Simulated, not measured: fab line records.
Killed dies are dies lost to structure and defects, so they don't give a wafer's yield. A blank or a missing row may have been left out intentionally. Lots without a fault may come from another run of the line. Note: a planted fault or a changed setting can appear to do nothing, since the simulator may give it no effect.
Which tool was responsible?    flow sky130    24 lots (72 wafers sampled), 1 step of a 708-step route

== WHAT EACH GAUGE READ, for each wafer ==
SKY_METAL1_OVL_MEAS_16. Usual: for METAL1_OVL the level is -1 nm and the standard deviation is 5.
lot   measured      on          METAL1_OVL (nm)  flag
L074  day 33 11:24  overlay-01  -2 -14 -4        
L075  day 33 17:10  overlay-01  0 1 1            
L076  day 34 01:04  overlay-02  -13 -9 -10       
L077  day 34 06:03  overlay-02  0 -2 -1          
L078  day 34 18:19  overlay-01  1 3 -3           
L079  day 34 23:33  overlay-02  -3 -7 -6         
L080  day 35 08:59  overlay-01  11 6 6           
L081  day 36 00:43  overlay-02  3 2 4            
L082  day 36 20:48  overlay-02  8 6 4            
L083  day 36 22:46  overlay-01  1 6 -5           
L084  day 37 03:49  overlay-01  1 -2 -2          
L086  day 37 09:33  overlay-01  -5 -4 -2         
L085  day 37 09:34  overlay-02  0 1 -1           
L087  day 37 12:35  overlay-02  -12 -3 2         
L088  day 38 00:50  overlay-02  -1 3 8           
L089  day 38 05:31  overlay-02  3 -1 0           
L090  day 38 11:10  overlay-02  -5 -11 -4        
L091  day 38 17:40  overlay-01  -5 5 -6          
L093  day 39 01:43  overlay-01  0 -3 3           
L092  day 39 07:58  overlay-01  1 -4 1           
L094  day 39 15:04  overlay-01  2 4 1            
L095  day 39 21:33  overlay-01  2 1 0            
L096  day 40 01:25  overlay-02  3 -5 0           
L097  day 40 08:16  overlay-01  0 1 1            

== WHICH TOOL RAN EACH LOT (tool, then ch and the chambers of the sampled wafers, then the start) ==
The record shows no process step preceding these readings.

== AS READ BY THE TOOLS THEMSELVES (means over the sampled wafers that have a number; for cases with no such wafer, the mark the record gives instead) ==
The record holds no such reading with a usual standard deviation.

== THE ANSWER, worked out from the rows above alone ==
Rule: a lot is off if the mean of its wafers that have a number lies more than 3 standard deviations from the usual mean. A lot without any number at a reading at which 4 lots or more have one is off too. Any other lot the step has rows for is counted as sound. The gauges are gone through in route order, then the tools' own readings, and for those a lot's mean is taken as printed above. At the first step where some lot is off, the reading lying furthest off is the one used; lots without a number count as furthest.
No lot is off at any reading shown: from this, nothing can be told.

== WHAT THE SIMULATOR HAD PUT IN ==
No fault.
